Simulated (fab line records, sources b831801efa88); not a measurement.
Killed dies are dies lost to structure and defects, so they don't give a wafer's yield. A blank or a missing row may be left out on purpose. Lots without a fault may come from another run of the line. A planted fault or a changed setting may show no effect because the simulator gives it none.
Which tool did it? | flow sky130 | 14 lots, 42 wafers sampled, at 4 steps of a route of 708

WHAT THE GAUGES READ, wafer by wafer
SKY_METAL2_OVL_MEAS_16. Usual: METAL2_OVL 4 nm, standard deviation 5.7.
lot  | measured     | on         | METAL2_OVL (nm) | flag
L677 | day 35 17:00 | overlay-02 | -1 7 3          |
L679 | day 36 10:31 | overlay-02 | 2 6 0           |
L680 | day 36 12:18 | overlay-01 | 6 9 3           |
L685 | day 37 20:31 | overlay-02 | 3 5 5           |
L686 | day 38 07:42 | overlay-01 | 7 11 12         |
L690 | day 39 11:48 | overlay-02 | 3 19 4          |
L691 | day 39 15:33 | overlay-01 | 11 20 20        |
L692 | day 40 01:18 | overlay-01 | 1 -3 6          |
L693 | day 40 06:40 | overlay-02 | 2 4 1           |
L694 | day 41 00:25 | overlay-02 | -10 5 0         |
L695 | day 41 06:05 | overlay-02 | 5 -5 6          |
L696 | day 41 06:22 | overlay-02 | 11 13 1         |
L698 | day 41 16:58 | overlay-01 | -8 4 -6         |
L699 | day 42 02:41 | overlay-01 | -2 2 -5         |

SKY_VIA2_RS_MEAS_22: measures by four-point-probe. Usual: VIA2_W_RS 0.271 ohm/sq, standard deviation 0.0046.
lot  | measured     | on            | VIA2_W_RS (ohm/sq) | flag
L677 | day 36 21:37 | film_metro-01 | 0.272 0.271 0.277  |
L679 | day 37 15:56 | film_metro-03 | 0.265 0.266 0.273  |
L680 | day 37 16:43 | film_metro-01 | 0.270 0.266 0.270  |
L685 | day 38 23:55 | film_metro-02 | 0.272 0.264 0.274  |
L686 | day 39 11:32 | film_metro-02 | 0.271 0.269 0.274  |
L690 | day 40 14:31 | film_metro-01 | 0.271 0.271 0.276  |
L691 | day 40 18:54 | film_metro-01 | 0.272 0.272 0.270  |
L692 | day 41 03:49 | film_metro-01 | 0.274 0.273 0.274  |
L693 | day 41 09:01 | film_metro-02 | 0.270 0.270 0.271  |
L694 | day 42 02:46 | film_metro-03 | 0.272 0.273 0.270  |
L695 | day 42 07:56 | film_metro-03 | 0.267 0.270 0.268  |
L696 | day 42 08:28 | film_metro-03 | 0.273 0.268 0.279  |
L698 | day 42 19:19 | film_metro-01 | 0.277 0.277 0.280  |
L699 | day 43 04:10 | film_metro-02 | 0.274 0.273 0.275  |

SKY_VIA2_THK_MEAS_23: measures by xrf. Usual: VIA2_W_THK 432 nm, standard deviation 8.2.
lot  | measured     | on            | VIA2_W_THK (nm) | flag
L677 | day 36 21:44 | film_metro-01 | 433 433 423     |
L679 | day 37 16:03 | film_metro-03 | 440 442 428     |
L680 | day 37 16:49 | film_metro-01 | 430 437 435     |
L685 | day 39 00:02 | film_metro-02 | 426 444 426     |
L686 | day 39 11:38 | film_metro-02 | 430 430 429     |
L690 | day 40 14:38 | film_metro-01 | 441 438 429     |
L691 | day 40 19:01 | film_metro-01 | 436 440 441     |
L692 | day 41 03:56 | film_metro-01 | 431 435 430     |
L693 | day 41 09:08 | film_metro-02 | 430 434 432     |
L694 | day 42 02:53 | film_metro-03 | 424 427 427     |
L695 | day 42 08:02 | film_metro-03 | 433 424 431     |
L696 | day 42 08:35 | film_metro-03 | 424 434 414     |
L698 | day 42 19:26 | film_metro-01 | 424 421 417     |
L699 | day 43 04:17 | film_metro-02 | 431 430 426     |

WHICH TOOL RAN EACH LOT (tool, then ch and the chambers of the sampled wafers, then the start)
lot  | SKY_VIA2_STRIP_17
L677 | wet_bench-04 ch 0, day 36 20:55
L679 | wet_bench-04 ch 1, day 37 15:14
L680 | wet_bench-04 ch 2, day 37 15:52
L685 | wet_bench-03 ch 1, day 38 23:13
L686 | wet_bench-02 ch 1, day 39 10:47
L690 | wet_bench-02 ch 2, day 40 13:50
L691 | wet_bench-03 ch 0, day 40 18:10
L692 | wet_bench-04 ch 0, day 41 03:08
L693 | wet_bench-02 ch 1, day 41 08:20
L694 | wet_bench-02 ch 1, day 42 02:05
L695 | wet_bench-04 ch 3, day 42 07:13
L696 | wet_bench-03 ch 2, day 42 07:46
L698 | wet_bench-04 ch 0, day 42 18:28
L699 | wet_bench-03 ch 1, day 43 03:28
- SKY_VIA2_STRIP_17: strips in post etch residue remover, time 1200 s.

WHAT THE TOOLS THEMSELVES READ (means of the sampled wafers that have a number; where no wafer has one, the mark that the record gives instead)
SKY_VIA2_STRIP_17. Usual: bath_guard_temp_C 72.8 C, standard deviation 0.64; bath_heat_duty_pct 14.9 %, standard deviation 2.
lot  | tool         | bath_guard_temp_C (C) | bath_heat_duty_pct (%) | flag
L677 | wet_bench-04 | 73.8                  | 14.2                   |
L679 | wet_bench-04 | -                     | -                      | OFF
L680 | wet_bench-04 | -                     | -                      | OFF
L685 | wet_bench-03 | 72.6                  | 18.3                   |
L686 | wet_bench-02 | 72.0                  | 14.4                   |
L690 | wet_bench-02 | 72.8                  | 15.9                   |
L691 | wet_bench-03 | 73.2                  | 14.3                   |
L692 | wet_bench-04 | 73.6                  | 14.1                   |
L693 | wet_bench-02 | 72.0                  | 12.8                   |
L694 | wet_bench-02 | 71.9                  | 14.5                   |
L695 | wet_bench-04 | 72.9                  | 11.7                   |
L696 | wet_bench-03 | 73.5                  | 17.4                   |
L698 | wet_bench-04 | 73.5                  | 14.3                   |
L699 | wet_bench-03 | 72.4                  | 17.4                   |

THE ANSWER, worked out from the rows above alone
Rule: a lot is off if the mean of its wafers that have a number lies more than 3 standard deviations from the usual mean. A lot without any number at a reading at which 4 lots or more have one is off too. The other lots that the step has rows for count as sound. The gauges are gone through in route order, then the tools' own readings, and for those a lot's mean is taken as printed above. The first step at which some lot is off is used, and at that step the reading that is off furthest; a lot without a number counts as furthest.
Off: L679, L680, at SKY_VIA2_STRIP_17 (bath_guard_temp_C). Without a number there: L679, L680.
A tool fits if, at that step or a process step before it, it ran every lot that is off, and no sound lot after the first of them. None of those tried fits.

WHAT THE SIMULATOR HAD PUT IN
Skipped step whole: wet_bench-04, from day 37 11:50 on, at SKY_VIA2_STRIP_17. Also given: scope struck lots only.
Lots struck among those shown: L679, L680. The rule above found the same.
